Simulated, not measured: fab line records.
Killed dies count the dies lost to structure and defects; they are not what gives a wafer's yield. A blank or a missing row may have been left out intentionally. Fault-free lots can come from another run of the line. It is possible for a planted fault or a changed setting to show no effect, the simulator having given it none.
fab line records | flow sky130
[record] lots = 5 | wafers = 15 | lastDay = 50
route steps=708 shown LDD_LDN@289 PAD_OPEN@708
lots with no fault: from the same line, run without faults
startH: the number of hours between the record's first day and the start of the first shown wafer of the lot | waitH: hours from the lot's prior step to this one | " repeats the value in the row above | L1.1+2: a row that stands for several wafers | - either no value or no given start | * or withheld: withheld | < > ~ a bound
route shown NAME@n: names a module that has steps shown in the file, with the first one's number in the route | usual: mean/standard deviation of fault-free wafers | same: alike in all rows | chamber/n: place in a boat | sites: the reading at each site | _std_site: their standard deviation | _edge_site: mean of outer sites minus mean of inner sites | radiusMm: for every site, how far away it sits from the centre of the wafer | mask NAME#n: copy n | behind: the last tool/chamber to shape the wafer | hold: why the lot was held/for how many hours/how that ended | device: the transistor (n, p or np) that didn't switch | end of line: at the end of the route, the tests of the same wafers | for a step that has no rows: nothing shown but its recipe | killed: at the first sort, the dies lost to defects and structure; wafer yield is something else | map: a wafer's dies, x killed, . not, _ none there
set.NAME: the setting as run; set.NAME@STEP: as run at that earlier step | model.NAME: the simulator's own value behind a step, which no gauge read
lots at some steps of the route; a table a step, a row a wafer
services: the hour from which a tool's chamber was out of use, counted from the record's first day as startH (under 0 if before that day), plus the number of hours and why
[[steps]]
[step SKY_LDD_LDN_DEHYDRATE_00]
[recipe] tempC = 200 | timeS = 60
[step SKY_LDD_LDN_HMDS_01]
[recipe] primeTimeS = 60 | primeTempC = 120
[step SKY_LDD_LDN_COAT_02]
[recipe] resist = NOVOLAK | spinRpm = 3000 | resistThkNm = 1140
[step SKY_LDD_LDN_SOFTBAKE_03]
[recipe] tempC = 90 | timeS = 60 | resist = NOVOLAK
[step SKY_LDD_LDN_EXPOSE_04]
[recipe] maskId = LDNTM | na = 0.6 | sourceShape = conventional | sigmaOuter = 0.6 | polarization = unpolarized | targetCdNm = 700 | doseMj = 140
[step SKY_LDD_LDN_PEB_05]
[recipe] tempC = withheld | timeS = * | resist = NOVOLAK
[step SKY_LDD_LDN_DEVELOP_06]
[recipe] resist = NOVOLAK | developer = TMAH | developTimeS = 60 | devTempC = 23
[step SKY_LDD_LDN_OVL_MEAS_07]
[usual] LDD_LDN_OVL = 0.0/1.4
lot.wafer | tool       | chamber | startH | waitH | LDD_LDN_OVL[nm]
L625.2    | overlay-01 | -       | 561.96 | 0.1   | 1.7
L625.3    | "          | -       | "      | "     | 0.5
L625.6    | "          | -       | "      | "     | 0.8
L630.2    | overlay-01 | -       | 615.16 | 0.1   | 0.0
L630.4    | "          | -       | "      | "     | 2.0
L630.6    | "          | -       | "      | "     | 0.3
L640.1    | overlay-01 | -       | 668.89 | 0.1   | -2.3
L640.3    | "          | -       | "      | "     | -1.5
L640.6    | "          | -       | "      | "     | -1.8
L646.3    | overlay-02 | -       | 708.96 | 0.1   | -0.9
L646.4    | "          | -       | "      | "     | -1.3
L646.5    | "          | -       | "      | "     | -1.2
L647.3    | overlay-02 | -       | 714.51 | 0.1   | 1.7
L647.4    | "          | -       | "      | "     | 1.8
L647.5    | "          | -       | "      | "     | 2.2
[step SKY_LDD_LDN_IMPLANT_08]
[recipe] species = As | energyKev = 15 | doseCm2 = 1.25e+13 | tiltDeg = withheld | rotationDeg = 23
[step SKY_LDD_LDN_IMPLANT_09]
[recipe] species = As | energyKev = 15 | doseCm2 = 1.25e+13 | tiltDeg = withheld | rotationDeg = 113
[step SKY_LDD_LDN_IMPLANT_10]
[recipe] species = As | energyKev = 15 | doseCm2 = 1.25e+13 | tiltDeg = withheld | rotationDeg = 203
[step SKY_LDD_LDN_IMPLANT_11]
[recipe] species = As | energyKev = 15 | doseCm2 = 1.25e+13 | tiltDeg = withheld | rotationDeg = 293
[step SKY_LDD_LDN_STRIP_12]
[recipe] chemistry = O2/N2 | powerW = 1400 | pressureMtorr = 1500 | platenTempC = withheld | o2FlowSccm = 3000 | n2FlowSccm = 300 | overashFraction = 0.5
[usual] drypumpMotorCurrentA = 5.5/0.53 | o2FlowSccm = 3001/8.3 | oesProductAu = 0.716/0.004 | stripTimeToEndpointS = 14.16/0.049
lot.wafer | tool           | chamber | startH | waitH | drypumpMotorCurrentA | o2FlowSccm | oesProductAu | rfHoursCounterH | stripTimeToEndpointS | model.NOVOLAK_of_LDD_LDN_COAT_02.thkNm
L625.2    | plasmaAsher-04 | 0       | 562.59 | 0.1   | 5.2                  | 2994       | 0.717        | 92              | 14.16                | 0
L625.3    | "              | 0       | "      | "     | 5.2                  | 3009       | 0.717        | -               | 14.15                | 0
L625.6    | "              | 0       | "      | "     | 5.2                  | 3012       | 0.715        | -               | 14.10                | 0
L630.2    | plasmaAsher-01 | 0       | 615.79 | 0.1   | 5.3                  | 2994       | 0.948        | 15              | -                    | 228.3
L630.4    | "              | 1       | "      | "     | 6.2                  | 3009       | 0.947        | -               | -                    | 228.5
L630.6    | "              | 0       | "      | "     | 5.3                  | 2989       | 0.954        | -               | -                    | 227.9
L640.1    | plasmaAsher-04 | 1       | 669.61 | 0.2   | 6.0                  | 3001       | 0.716        | 103             | 14.13                | 0
L640.3    | "              | 1       | "      | "     | 6.0                  | 2990       | 0.715        | -               | 14.18                | 0
L640.6    | "              | 0       | "      | "     | 5.2                  | 3006       | 0.714        | -               | 14.16                | 0
L646.3    | plasmaAsher-02 | 0       | 709.62 | 0.1   | 4.7                  | 2994       | 0.719        | -               | 14.19                | 0
L646.4    | "              | 1       | "      | "     | 5.9                  | 3006       | 0.718        | -               | 14.19                | 0
L646.5    | "              | 0       | "      | "     | 4.7                  | 3007       | 0.718        | -               | 14.21                | 0
L647.3    | plasmaAsher-01 | 1       | 715.17 | 0.1   | 6.2                  | 3007       | 0.702        | -               | 14.16                | 0
L647.4    | "              | 0       | "      | "     | 5.3                  | 3002       | 0.714        | -               | 14.22                | 0
L647.5    | "              | 1       | "      | "     | 6.2                  | 2998       | 0.721        | -               | 14.18                | 0
[step SKY_LDD_LDN_TW_MEAS_13]
[usual] LDD_LDN_TW = 1482/8.3
lot.wafer | tool         | chamber | startH | waitH | LDD_LDN_TW
L625.2    | filmMetro-04 | -       | 562.70 | 0.1   | 1476
L625.3    | "            | -       | "      | "     | 1483
L625.6    | "            | -       | "      | "     | 1486
L630.2    | filmMetro-04 | -       | 615.90 | 0.1   | 1480
L630.4    | "            | -       | "      | "     | 1487
L630.6    | "            | -       | "      | "     | 1484
L640.1    | filmMetro-04 | -       | 669.71 | 0.1   | 1491
L640.3    | "            | -       | "      | "     | 1494
L640.6    | "            | -       | "      | "     | 1496
L646.3    | filmMetro-03 | -       | 709.71 | 0.1   | 1466
L646.4    | "            | -       | "      | "     | 1475
L646.5    | "            | -       | "      | "     | 1475
L647.3    | filmMetro-04 | -       | 715.26 | 0.1   | 1487
L647.4    | "            | -       | "      | "     | 1483
L647.5    | "            | -       | "      | "     | 1489
[step SKY_PAD_OPEN_PROBE_99]
[usual] killed_at_M0_to_M3 = 44/6.9 | killed_at_M4_up = 3.3/1.7 | killedAtContacts = 24/5.5 | killedAtFrontEnd = 16/4.5 | killedAtOther = 0.2/0.46 | killedDies = 87/9.1 | killedOnRim = 17/3.6 | killedOpen = 48/7.3 | killedShort = 39/6.2
[same] grossDies = 492 | killedAtBackSide = 0
lot.wafer | tool      | chamber | startH  | waitH | hold                  | killed_at_M0_to_M3 | killed_at_M4_up | killedAtContacts | killedAtFrontEnd | killedAtOther | killedDies | killedOnRim | killedOpen | killedShort
L625.2    | prober-02 | -       | 1098.42 | 0.1   | -                     | 49                 | 5               | 19               | 18               | 0             | 91         | 15          | 47         | 44
L625.3    | prober-02 | -       | 1098.47 | 0.2   | -                     | 49                 | 8               | 30               | 9                | 0             | 96         | 16          | 56         | 40
L625.6    | prober-02 | -       | 1098.62 | 0.2   | -                     | 58                 | 4               | 25               | 12               | 0             | 99         | 17          | 60         | 39
L630.2    | prober-02 | -       | 1142.17 | 0.1   | awaitDispo/1.5h/scrap | 45                 | 5               | 22               | 420              | 0             | 492        | 96          | 42         | 39
L630.4    | prober-02 | -       | 1142.27 | 0.2   | awaitDispo/1.5h/scrap | 53                 | 5               | 23               | 409              | 2             | 492        | 96          | 59         | 35
L630.6    | prober-02 | -       | 1142.37 | 0.2   | awaitDispo/1.5h/scrap | 39                 | 3               | 17               | 433              | 0             | 492        | 96          | 44         | 42
L640.1    | prober-01 | -       | 1176.46 | 0.1   | -                     | 46                 | 3               | 18               | 15               | 1             | 83         | 13          | 46         | 37
L640.3    | prober-01 | -       | 1176.56 | 0.2   | -                     | 44                 | 3               | 19               | 12               | 1             | 79         | 11          | 42         | 37
L640.6    | prober-01 | -       | 1176.71 | 0.2   | -                     | 58                 | 4               | 23               | 15               | 0             | 100        | 19          | 51         | 49
L646.3    | prober-01 | -       | 1197.20 | 0.2   | -                     | 38                 | 1               | 30               | 12               | 0             | 81         | 24          | 49         | 32
L646.4    | prober-01 | -       | 1197.25 | 0.2   | -                     | 39                 | 1               | 28               | 14               | 0             | 82         | 11          | 48         | 34
L646.5    | prober-01 | -       | 1197.30 | 0.2   | -                     | 40                 | 3               | 32               | 12               | 1             | 88         | 16          | 48         | 40
L647.3    | prober-02 | -       | 1200.12 | 0.2   | -                     | 48                 | 3               | 25               | 7                | 0             | 83         | 13          | 43         | 40
L647.4    | prober-02 | -       | 1200.17 | 0.2   | -                     | 49                 | 3               | 23               | 13               | 0             | 88         | 17          | 47         | 41
L647.5    | prober-02 | -       | 1200.22 | 0.2   | -                     | 46                 | 3               | 15               | 13               | 0             | 77         | 12          | 38         | 39
// killed by level:class
L625.2 VIA1:geometricParticle:open=11 METAL1:geometricParticle:short=9 FIELD_ISO:geometricParticle:open=7 FIELD_ISO:geometricParticle:short=7 CONTACT:geometricParticle:open=7 METAL2:geometricParticle:short=7 VIA2:geometricParticle:open=6 VIA3:geometricParticle:open=6
L625.3 VIA1:geometricParticle:open=21 CONTACT:geometricParticle:open=11 METAL4:geometricParticle:short=8 VIA2:geometricParticle:open=7 LI_CONTACT:geometricParticle:open=5 CONTACT:geometricParticle:short=5 VIA1:geometricParticle:short=5 METAL2:geometricParticle:short=5
L625.6 VIA1:geometricParticle:open=19 LI_CONTACT:geometricParticle:open=9 VIA2:geometricParticle:open=8 CONTACT:geometricParticle:open=7 VIA3:geometricParticle:open=6 VIA1:geometricParticle:short=5 METAL1:geometricParticle:short=5 METAL2:geometricParticle:short=5
L630.2 SPACER:areaCvd=409 VIA3:geometricParticle:open=8 CONTACT:geometricParticle:open=7 METAL2:geometricParticle:short=7 VIA2:geometricParticle:open=7 VIA1:geometricParticle:short=6 LI_CONTACT:geometricParticle:open=6 METAL1:geometricParticle:short=6
L630.4 SPACER:areaCvd=397 VIA1:geometricParticle:open=15 CONTACT:geometricParticle:open=12 VIA3:geometricParticle:open=9 VIA1:geometricParticle:short=6 LI_CONTACT:geometricParticle:open=5 METAL1:geometricParticle:short=5 METAL2:geometricParticle:short=5
L630.6 SPACER:areaCvd=406 VIA2:geometricParticle:open=8 POLY_GATE:geometricParticle:short=7 LI_CONTACT:geometricParticle:open=7 METAL2:geometricParticle:short=7 VIA1:geometricParticle:open=7 FIELD_ISO:geometricParticle:short=6 FIELD_ISO:geometricParticle:open=5
L640.1 VIA1:geometricParticle:open=11 VIA2:geometricParticle:open=11 LI_CONTACT:geometricParticle:open=7 CONTACT:geometricParticle:open=5 METAL2:geometricParticle:short=5 METAL1:geometricParticle:short=5 FIELD_ISO:geometricParticle:short=4 VIA1:geometricParticle:short=4
L640.3 VIA2:geometricParticle:open=8 METAL1:geometricParticle:short=7 VIA1:geometricParticle:open=7 METAL3:geometricParticle:short=7 LI_CONTACT:geometricParticle:open=6 CONTACT:geometricParticle:open=5 POLY_GATE:geometricParticle:short=4 METAL1:geometricParticle:open=4
L640.6 VIA1:geometricParticle:open=16 CONTACT:geometricParticle:open=11 METAL1:geometricParticle:short=8 VIA1:geometricParticle:short=7 VIA2:geometricParticle:open=6 LOCAL_INTERCONNECT:geometricParticle:short=5 METAL2:geometricParticle:short=5 VIA3:geometricParticle:open=5
L646.3 VIA1:geometricParticle:open=13 LOCAL_INTERCONNECT:geometricParticle:short=9 CONTACT:geometricParticle:open=9 VIA3:geometricParticle:open=5 VIA3:geometricParticle:short=5 LI_CONTACT:geometricParticle:open=4 LOCAL_INTERCONNECT:geometricParticle:open=4 FIELD_ISO:geometricParticle:open=3
L646.4 CONTACT:geometricParticle:open=10 VIA1:geometricParticle:short=8 VIA1:geometricParticle:open=8 LI_CONTACT:geometricParticle:open=7 VIA3:geometricParticle:open=5 POLY_GATE:geometricParticle:short=4 LI_CONTACT:geometricParticle:short=4 METAL2:geometricParticle:short=4
L646.5 CONTACT:geometricParticle:open=15 LOCAL_INTERCONNECT:geometricParticle:short=11 VIA1:geometricParticle:open=10 VIA2:geometricParticle:open=5 VIA2:geometricParticle:short=5 FIELD_ISO:geometricParticle:short=4 LI_CONTACT:geometricParticle:open=4 VIA1:geometricParticle:short=4
L647.3 VIA1:geometricParticle:open=12 VIA2:geometricParticle:open=8 VIA3:geometricParticle:open=7 LOCAL_INTERCONNECT:geometricParticle:short=7 CONTACT:geometricParticle:short=6 LI_CONTACT:geometricParticle:open=5 METAL3:geometricParticle:short=5 VIA1:geometricParticle:short=4
L647.4 METAL1:geometricParticle:short=8 VIA1:geometricParticle:open=8 CONTACT:geometricParticle:open=7 VIA2:geometricParticle:open=7 VIA3:geometricParticle:open=7 LOCAL_INTERCONNECT:geometricParticle:short=6 VIA1:geometricParticle:short=5 POLY_GATE:geometricParticle:open=4
L647.5 VIA1:geometricParticle:open=10 VIA3:geometricParticle:open=8 CONTACT:geometricParticle:open=7 VIA3:geometricParticle:short=7 VIA1:geometricParticle:short=6 POLY_GATE:geometricParticle:short=5 METAL2:geometricParticle:short=3 METAL4:geometricParticle:short=3
// map L630.2 (x killed, . not)
__________xxxxxxxxxx_________
________xxxxxxxxxxxxxx_______
______xxxxxxxxxxxxxxxxxx_____
_____xxxxxxxxxxxxxxxxxxxx____
____xxxxxxxxxxxxxxxxxxxxxx___
___xxxxxxxxxxxxxxxxxxxxxxxx__
__xxxxxxxxxxxxxxxxxxxxxxxxxx_
_xxxxxxxxxxxxxxxxxxxxxxxxxxxx
_xxxxxxxxxxxxxxxxxxxxxxxxxxxx
_xxxxxxxxxxxxxxxxxxxxxxxxxxxx
_xxxxxxxxxxxxxxxxxxxxxxxxxxxx
_xxxxxxxxxxxxxxxxxxxxxxxxxxxx
_xxxxxxxxxxxxxxxxxxxxxxxxxxxx
_xxxxxxxxxxxxxxxxxxxxxxxxxxxx
_xxxxxxxxxxxxxxxxxxxxxxxxxxxx
__xxxxxxxxxxxxxxxxxxxxxxxxxx_
___xxxxxxxxxxxxxxxxxxxxxxxx__
____xxxxxxxxxxxxxxxxxxxxxx___
_____xxxxxxxxxxxxxxxxxxxx____
______xxxxxxxxxxxxxxxxxx_____
________xxxxxxxxxxxxxx_______
__________xxxxxxxxxx_________
// map L647.4 (x killed, . not)
__________x.......x._________
________.xx....xxx...x_______
______...x............x._____
_____....x.........x.....____
____xx............x.x.....___
___.x.x..xx.x.......x......__
__x........xxx.x............_
_.....x..x......xx.x..x....x.
_.x.x.......x...x....xx......
_.x......x......x..........xx
_.....xx.x...x....xx.....x...
_xx....x.........x...........
_...xx.....x..x...x..........
_..x..x..xx....x.x......xxx..
_...x.......................x
__..........x..x............_
___....x.....x............x__
____..x.....x.............___
_____...x....x..x........____
______...x.x......x....._____
________.........x...._______
__________......xx.._________
[[services]]
tool           | chamber | startH | hours | kind
plasmaAsher-02 | -       | 572.46 | 1.9   | repair
plasmaAsher-02 | -       | 608.76 | 2.2   | repair
plasmaAsher-02 | -       | 668.94 | 2.8   | pm
[[key]]
[firstSign] step = SKY_LDD_LDN_STRIP_12 | reading = oesProductAu | direction = up | sigmas = 58 | usual = 0.716 | struck = 0.950
[effect] step = SKY_PAD_OPEN_PROBE_99 | reading = killedAtFrontEnd | direction = up | sigmas = 90 | usual = 16 | struck = 421
[modelEffect] step = SKY_LDD_LDN_STRIP_12 | value = NOVOLAK_of_LDD_LDN_COAT_02.thkNm | without = 0 | struck = 228.2
[moreKillsBornAt] SKY_SPACER_CVD_00@lpcvd-02 = 1212
metAt SKY_LDD_LDN_STRIP_12
struckWafers L630.2,L630.4,L630.6
laterRowsLeftOut L630.2,L630.4,L630.6
testerLeftOut L630
[fault] kind = stripAborted | tool = plasmaAsher-01 | chamber = - | onsetH = 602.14 | steps = SKY_LDD_LDN_STRIP_12 | offset = 0.49399 | endH = 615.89
// testerLeftOut: of these lots the tester's yield and bins aren't shown, on N5 and GAA mostly nor the transistor test; their killed dies are dies lost to structure and defects alone, not to doping, threshold or leakage, so they don't give the yield
// laterRowsLeftOut: the simulator's readings of these wafers behind a module that went badly wrong aren't trusted and aren't shown, but for the sort
